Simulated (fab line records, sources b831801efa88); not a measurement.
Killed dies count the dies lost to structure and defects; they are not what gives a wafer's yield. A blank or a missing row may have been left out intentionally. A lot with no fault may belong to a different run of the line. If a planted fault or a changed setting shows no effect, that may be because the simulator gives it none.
Which of the tools did it? -- flow gf180mcu -- Sampling: 12 lots, 36 wafers, 5 of 602 route steps

== WHAT EACH GAUGE READ, for each wafer ==
GF_V2_THK_MEAS_03. Usual: for V2_CVD_02_THK the level is 853 nm and the standard deviation is 11.
lot,measured,on,V2_CVD_02_THK (nm),flag
L273,day 19 15:59,film metro-02,841 841 856,
L274,day 19 17:36,film metro-02,844 856 862,
L275,day 20 00:31,film metro-01,859 859 873,
L276,day 20 11:42,film metro-02,843 853 862,
L278,day 21 01:02,film metro-04,854 864 841,
L279,day 21 16:34,film metro-02,847 850 857,
L280,day 22 01:26,film metro-02,846 855 859,
L281,day 22 14:51,film metro-04,835 862 861,
L282,day 22 16:45,film metro-01,845 864 859,
L289,day 25 04:16,film metro-01,845 840 857,
L291,day 25 14:55,film metro-04,842 870 866,
L294,day 26 09:41,film metro-04,837 851 862,

GF_V4_CD_MEAS_14: the cd target is 260 nm. Usual: cd nm at 260.0 nm, with a standard deviation of 1.2.
lot,measured,on,cd nm (nm),flag
L273,day 24 19:16,cd sem-01,261.0 260.7 259.3,
L274,day 24 21:40,cd sem-02,260.3 260.0 261.5,
L275,day 25 01:22,cd sem-02,259.1 257.7 258.8,
L276,day 25 11:14,cd sem-01,261.9 261.9 262.1,
L278,day 25 22:53,cd sem-01,259.7 258.8 259.4,
L279,day 26 11:59,cd sem-02,260.2 259.3 258.3,
L280,day 26 21:01,cd sem-02,258.7 260.6 260.0,
L281,day 27 07:22,cd sem-01,258.9 259.3 258.2,
L282,day 27 07:41,cd sem-01,259.0 259.9 259.6,
L289,day 29 15:49,cd sem-02,264.4 264.0 263.6,OFF
L291,day 30 01:28,cd sem-01,263.1 264.0 263.9,OFF
L294,day 30 15:53,cd sem-01,259.9 260.1 260.4,

== WHAT TOOL EACH LOT RAN ON (gives the tool, then ch and the chambers of the sampled wafers, and finally the start) ==
lot,GF_V2_STRIP_18,GF_V3_ETCH_17,GF_V4_PEB_12
L273,"plasma asher-02 ch 0,1, day 20 18:05","rie diel-01 ch 1,2,3, day 24 18:56 or earlier","litho track-02 ch 0, day 24 18:56"
L274,"plasma asher-04 ch 0,1, day 20 19:02","rie diel-03 ch 0,1,2, day 24 21:19 or earlier","litho track-03 ch 0, day 24 21:19"
L275,"plasma asher-01 ch 0,1, day 21 01:59","rie diel-03 ch 0,1, day 25 01:02 or earlier","litho track-03 ch 0, day 25 01:02"
L276,"plasma asher-01 ch 0,1, day 21 13:06","rie diel-01 ch 2,3, day 25 10:54 or earlier","litho track-03 ch 0, day 25 10:54"
L278,"plasma asher-01 ch 0,1, day 22 01:14","rie diel-02 ch 0,1,3, day 25 22:29 or earlier","litho track-01 ch 0, day 25 22:29"
L279,"plasma asher-01 ch 0,1, day 22 16:07","rie diel-03 ch 1,2,3, day 26 11:39 or earlier","litho track-03 ch 0, day 26 11:39"
L280,"plasma asher-01 ch 0,1, day 23 01:38","rie diel-03 ch 0,1,3, day 26 20:41 or earlier","litho track-01 ch 0, day 26 20:41"
L281,"plasma asher-01 ch 0,1, day 23 13:59","rie diel-01 ch 0,2,3, day 27 07:02 or earlier","litho track-01 ch 0, day 27 07:02"
L282,"plasma asher-02 ch 0,1, day 23 15:16","rie diel-02 ch 0,1,3, day 27 07:20 or earlier","litho track-01 ch 0, day 27 07:20"
L289,"plasma asher-01 ch 0,1, day 26 02:13","rie diel-01 ch 0,2,3, day 29 15:28 or earlier","litho track-03 ch 0, day 29 15:28"
L291,"plasma asher-01 ch 0,1, day 26 11:54","rie diel-03 ch 0,1, day 30 01:07 or earlier","litho track-03 ch 0, day 30 01:07"
L294,"plasma asher-02 ch 0,1, day 27 06:04","rie diel-01 ch 2,3, day 30 15:32 or earlier","litho track-01 ch 0, day 30 15:32"
- GF_V2_STRIP_18: strips in O2/N2.
- GF_V3_ETCH_17: etches SiO2 in C4F8/O2/Ar, stops on TiN, target depth 635 nm.
- GF_V4_PEB_12: peb time 90 s.

== WHAT THE TOOLS THEMSELVES READ (means of the sampled wafers that have a number; where no wafer has one, the mark that the record gives instead) ==
GF_V2_STRIP_18. Usual: drypump motor current A 5.74 A, standard deviation 0.26; heater power w 333 W, standard deviation 27; oes product au 0.593 a.u., standard deviation 0.0051; platen temp c 249.97 C, standard deviation 0.17.
lot,tool,drypump motor current A (A),heater power w (W),oes product au (a.u.),platen temp c (C),flag
L273,plasma asher-02,5.49,301,0.594,249.76,
L274,plasma asher-04,5.77,317,0.590,249.85,
L275,plasma asher-01,5.81,346,0.587,249.94,
L276,plasma asher-01,5.81,348,0.596,249.87,
L278,plasma asher-01,5.79,339,0.597,250.01,
L279,plasma asher-01,5.80,344,0.593,249.89,
L280,plasma asher-01,5.72,352,0.593,250.17,
L281,plasma asher-01,5.79,347,0.595,250.03,
L282,plasma asher-02,5.83,312,0.589,250.18,
L289,plasma asher-01,5.81,345,0.589,250.09,
L291,plasma asher-01,5.83,355,0.596,250.06,
L294,plasma asher-02,5.52,299,0.591,249.99,

GF_V3_ETCH_17. Usual: oes product au at 0.856 a.u., with a standard deviation of 0.0049.
lot,tool,oes product au (a.u.),flag
L273,rie diel-01,0.857,
L274,rie diel-03,0.856,
L275,rie diel-03,0.855,
L276,rie diel-01,0.854,
L278,rie diel-02,0.860,
L279,rie diel-03,0.853,
L280,rie diel-03,0.854,
L281,rie diel-01,0.853,
L282,rie diel-02,0.859,
L289,rie diel-01,0.854,
L291,rie diel-03,0.865,
L294,rie diel-01,0.854,

GF_V4_PEB_12. Usual: heater power total W 85.72 W, standard deviation 0.079; plate temp C 134.99 C, standard deviation 0.13.
lot,tool,heater power total W (W),plate temp C (C),flag
L273,litho track-02,85.67,135.13,
L274,litho track-03,85.79,135.01,
L275,litho track-03,85.65,135.02,
L276,litho track-03,85.69,134.78,
L278,litho track-01,85.67,134.93,
L279,litho track-03,85.77,135.11,
L280,litho track-01,85.70,135.20,
L281,litho track-01,85.71,135.03,
L282,litho track-01,85.71,134.90,
L289,litho track-03,86.58,136.09,OFF
L291,litho track-03,86.66,136.18,OFF
L294,litho track-01,85.72,134.98,

== THE ANSWER, worked out from the rows above alone ==
Rule: take the mean of a lot's wafers that have a number; if it is more than 3 standard deviations from the usual mean, the lot is off. A lot without any number at a reading at which 4 lots or more have one is off too. Where the step has rows for the other lots, those lots are counted as sound. After the gauges, taken in route order, come the tools' own readings; for these a lot's mean is taken, as printed above. At the first step where some lot is off, the reading lying furthest off is the one used; lots without a number count as furthest.
Off at GF_V4_CD_MEAS_14 (cd nm): L289, L291.
A tool fits if, at a process step before that reading, it ran every lot that is off, and no sound lot after the first of them. The gauges at GF_V4_CD_MEAS_14 aren't tried: what is off there is off at GF_V4_PEB_12 too, on other tools, and a gauge's error can't cause that. GF_V3_ETCH_17: start missing for some lots; hours and lot order therefore follow GF_V4_PEB_12. Can't be told from this: 2 tools fit, plasma asher-01 at GF_V2_STRIP_18, litho track-03 at GF_V4_PEB_12.

== WHAT WAS PUT IN BY THE SIMULATOR ==
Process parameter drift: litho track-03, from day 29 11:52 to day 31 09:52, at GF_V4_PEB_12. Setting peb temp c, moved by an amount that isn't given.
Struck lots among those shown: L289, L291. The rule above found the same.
